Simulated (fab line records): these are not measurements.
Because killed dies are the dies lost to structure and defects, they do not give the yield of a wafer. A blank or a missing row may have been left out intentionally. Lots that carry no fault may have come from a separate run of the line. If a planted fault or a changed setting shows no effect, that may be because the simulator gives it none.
Struck lot and sound lot, side by side | flow gf180mcu | 18 out of 602 route steps
Sound: wafers L347.2, L347.3, L347.4. The struck wafers were L343.3, L343.5, L343.6. The cause is named last.
Each step with rows lists, per side, the tool, then ch with its chambers, then its first start. Under that, the readings that differ: sound wafers | struck wafers | difference of the means | sigmas: that difference in standard deviations of wafers without a fault.
alike: words and numbers the same on both sides, and readings whose means are apart by under 2 such deviations; not compared: readings that were withheld, readings missing a value for some wafer, numbers with overlapping values and no deviation given by the record, and bounds like >300 which may hide the same value.
Wherever a step has rows on one side only, a row that says differs or no value, or a row with sigmas, the two part there. When numbers do not overlap yet have no deviation, they are printed without sigmas and do not part them. Lack of a reading on every wafer of one side parts them only where that side has two or more wafers.

GF_POLY_GATE_CD_MEAS_10: the cd target is 280 nm.
  sound: cd sem-01 at day 14 18:50; struck: cd sem-01 at day 13 15:07
  alike: cd nm
GF_POLY_GATE_OVL_MEAS_11:
  sound: overlay-01 at day 14 18:57; struck: overlay-02 at day 13 15:12
  alike: POLY_GATE_OVL
GF_POLY_GATE_ETCH_12: etches BARC in N2/H2.
  sound on rie diel-02 ch 1,2,3, day 14 18:59; struck on rie diel-03 ch 2,3, day 13 15:14
  alike: bias w, drypump motor current A, oes product au, throttle valve pct
GF_POLY_GATE_ETCH_13: etches poly-Si in HBr/Cl2, stops on SiO2, target depth 198.5 nm, time 69.6 s.
  sound on rie si-02 ch 0,2,3, day 14 19:02; struck on rie si-02 ch 2,3, day 13 15:17
  alike: bias w, drypump motor current A, oes product au, throttle valve pct
  not compared: rf hours counter h
GF_POLY_GATE_STRIP_14: strips in O2/N2.
  sound on plasma asher-02 ch 0,1, day 14 19:05; struck on plasma asher-01 ch 0,1, day 13 15:22
  alike: drypump motor current A, heater power w, o2 flow sccm, oes product au
  not compared: rf hours counter h
then, 2 steps without rows for these wafers: GF_POLY_GATE_CLEAN_15 (cleans in SC1/SC2, time 150 s); GF_POLY_GATE_OXIDATION_16 (stabilise 600 s, purge 300 s, target thk 4 nm).
GF_POLY_GATE_THK_MEAS_17:
  sound: film metro-04 at day 14 20:52; struck: film metro-04 at day 13 16:48
  reading                      | sound          | struck         | difference | sigmas
  POLY_GATE_OXIDATION_THK (nm) | 3.89 3.86 3.90 | 4.11 4.10 4.05 | +0.20      | +3
GF_POLY_GATE_CD_MEAS_18:
  sound: cd sem-01 at day 14 20:57; struck: cd sem-01 at day 13 16:54
  alike: cd nm
then, 3 steps without rows for these wafers: GF_HV_LDD_DEHYDRATE_00 (time 60 s); GF_HV_LDD_HMDS_01 (prime time 60 s); GF_HV_LDD_COAT_02 (resist thk 1000 nm).
GF_HV_LDD_SOFTBAKE_03: time 60 s.
  sound on litho track-03 ch 0, day 15 07:23; struck on litho track-04 ch 0, day 14 03:43
  reading                  | sound             | struck            | difference | sigmas
  heater power total W (W) | 56.65 56.62 56.55 | 54.40 54.26 54.31 | -2.28      | -48
  plate temp C (C)         | 89.92 90.00 89.89 | 87.30 87.27 87.20 | -2.68      | -19
then, 2 steps without rows for these wafers: GF_HV_LDD_EXPOSE_04 (exposes mask Nplus LV AREA, target cd 400 nm); GF_HV_LDD_PEB_05.
GF_HV_LDD_DEVELOP_06: develop time 60 s.
  sound on litho track-04 ch 0, day 15 18:14; struck on litho track-03 ch 0, day 14 13:03
  not compared: model.NOVOLAK_of_HV_LDD_COAT_02.thk nm
GF_HV_LDD_CD_MEAS_07: the cd target is 400 nm.
  sound: cd sem-01 at day 15 18:23; struck: cd sem-02 at day 14 13:11
  alike: cd nm
-- here the record skips 19 days between the struck wafers' starts before and after, leaving off in module HV_LDD and picking up in module PASSIVATION (first step shown: number 602 of the route) --
GF_PASSIVATION_PROBE_99:
  rows exist in the record for the struck wafers here (prober-01, day 33 02:22), but not for the sound ones

## WHERE THEY PART
First at GF_POLY_GATE_THK_MEAS_17; last, within this record, at GF_PASSIVATION_PROBE_99.

WHY: what the simulator had put in
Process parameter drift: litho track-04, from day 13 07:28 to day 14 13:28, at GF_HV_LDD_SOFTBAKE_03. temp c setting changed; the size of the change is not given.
